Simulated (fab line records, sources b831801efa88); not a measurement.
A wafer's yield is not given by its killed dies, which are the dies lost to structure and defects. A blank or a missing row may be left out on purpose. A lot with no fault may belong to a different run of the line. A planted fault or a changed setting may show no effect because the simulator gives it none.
Split-lot trial + flow gf180mcu + on a route of 602 steps: 5 lots, 23 wafers read

== SPLIT DETAILS ==
At GF_TOP_METAL_COAT_09 (resist thk 1500 nm), the setting spin-rpm was moved away from the recipe's 3000 rpm on 9 of the 23 wafers read, by -6.2% to +4.8%. The other wafers ran this setting at the recipe's value.

The split's own step is where the reading is taken.

== THE READING ==
NOVOLAK_of_TOP_METAL_COAT_09.thk-nm (the simulator's own value, which no gauge read), in nm, at GF_TOP_METAL_COAT_09 (resist thk 1500 nm). There is no usual value for it anywhere in the file. Here, 14 wafers ran the recipe; their average is 1498 nm with a standard deviation of 2.4 nm.

| wafer  | tool, chamber at the split | spin-rpm as run, rpm | against the recipe | NOVOLAK_of_TOP_METAL_COAT_09.thk-nm, nm | against lot-mates on the recipe |
|--------|----------------------------|----------------------|--------------------|-----------------------------------------|---------------------------------|
| L074.1 | litho-track-04, 0          | 3000                 | recipe             | 1497                                    | -                               |
| L074.2 | litho-track-04, 0          | 2815                 | -6.2%              | 1550                                    | +52                             |
| L074.5 | litho-track-04, 0          | 2815                 | -6.2%              | 1550                                    | +52                             |
| L074.3 | litho-track-04, 0          | 2815                 | -6.2%              | 1548                                    | +50                             |
| L074.6 | litho-track-04, 0          | 3000                 | recipe             | 1499                                    | -                               |
| L076.1 | litho-track-03, 0          | 3000                 | recipe             | 1500                                    | -                               |
| L076.3 | litho-track-03, 0          | 3000                 | recipe             | 1500                                    | -                               |
| L076.6 | litho-track-03, 0          | 3000                 | recipe             | 1498                                    | -                               |
| L080.1 | litho-track-04, 0          | 3000                 | recipe             | 1495                                    | -                               |
| L080.2 | litho-track-04, 0          | 3000                 | recipe             | 1495                                    | -                               |
| L080.3 | litho-track-04, 0          | 3000                 | recipe             | 1497                                    | -                               |
| L080.4 | litho-track-04, 0          | 3000                 | recipe             | 1496                                    | -                               |
| L080.5 | litho-track-04, 0          | 3000                 | recipe             | 1498                                    | -                               |
| L082.1 | litho-track-04, 0          | 3000                 | recipe             | 1499                                    | -                               |
| L082.2 | litho-track-04, 0          | 3000                 | recipe             | 1504                                    | -                               |
| L082.3 | litho-track-04, 0          | 2879                 | -4.0%              | 1530                                    | +28                             |
| L082.4 | litho-track-04, 0          | 2879                 | -4.0%              | 1535                                    | +34                             |
| L082.6 | litho-track-04, 0          | 2879                 | -4.0%              | 1535                                    | +34                             |
| L083.1 | litho-track-01, 0          | 3144                 | +4.8%              | 1468                                    | -30                             |
| L083.4 | litho-track-01, 0          | 3144                 | +4.8%              | 1468                                    | -30                             |
| L083.3 | litho-track-01, 0          | 3000                 | recipe             | 1500                                    | -                               |
| L083.5 | litho-track-01, 0          | 3000                 | recipe             | 1495                                    | -                               |
| L083.6 | litho-track-01, 0          | 3144                 | +4.8%              | 1469                                    | -28                             |

THE FIT
A straight line over all 23 wafers: NOVOLAK_of_TOP_METAL_COAT_09.thk-nm changes by -7.63 nm for each +1% of spin-rpm; r = -0.99; the points scatter about the line by 3.5 nm.
The same after taking each lot's own level away (the mean of its wafers on the recipe; 23 wafers): -7.44 nm for each +1%; r = -0.99; scatter 3.2 nm.
The reading moves by 46 nm for the largest change in spin-rpm, on that fit.
The lots' own levels span 1496.2 to 1501.5 nm, that is 2.2 times the standard deviation above.
The two slopes agree, so the slope changes little with the lot-to-lot level.
Check: +46.7 nm against its lot-mates is what the line predicts for one of the wafers moved furthest among these (-6.2%) when that wafer is left out of the fit. It came out at +52 nm against them.

== FURTHER SPLITS ON THESE WAFERS ==
Note: prior to the reading, these wafers also went through further splits. Each is held against what the fit with the lots' levels taken away leaves over:
| other split on the same wafers | wafers away from the commonest value | r with NOVOLAK_of_TOP_METAL_COAT_09.thk-nm (lot level and that fit taken away) |
|--------------------------------|--------------------------------------|--------------------------------------------------------------------------------|
| GF_V4_ETCH_16 ion-energy-ev    | 9                                    | +0.15                                                                          |
| GF_V4_SPUTTER_22 time-s        | 8                                    | -0.13                                                                          |
| GF_MIM_SPUTTER_09 power-w      | 10                                   | +0.09                                                                          |
| GF_MIM_COAT_14 resist-thk-nm   | 9                                    | -0.06                                                                          |
| GF_V5_PEB_12 peb-time-s        | 10                                   | +0.05                                                                          |
| GF_V5_ETCH_16 source-w         | 9                                    | +0.30                                                                          |
| GF_V5_CVD_23 pressure-torr     | 18                                   | -0.11                                                                          |

== FILE'S OWN FIT ==
NOVOLAK_of_TOP_METAL_COAT_09.thk-nm changes by -7.59 nm for each +1% of spin-rpm, r = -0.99.
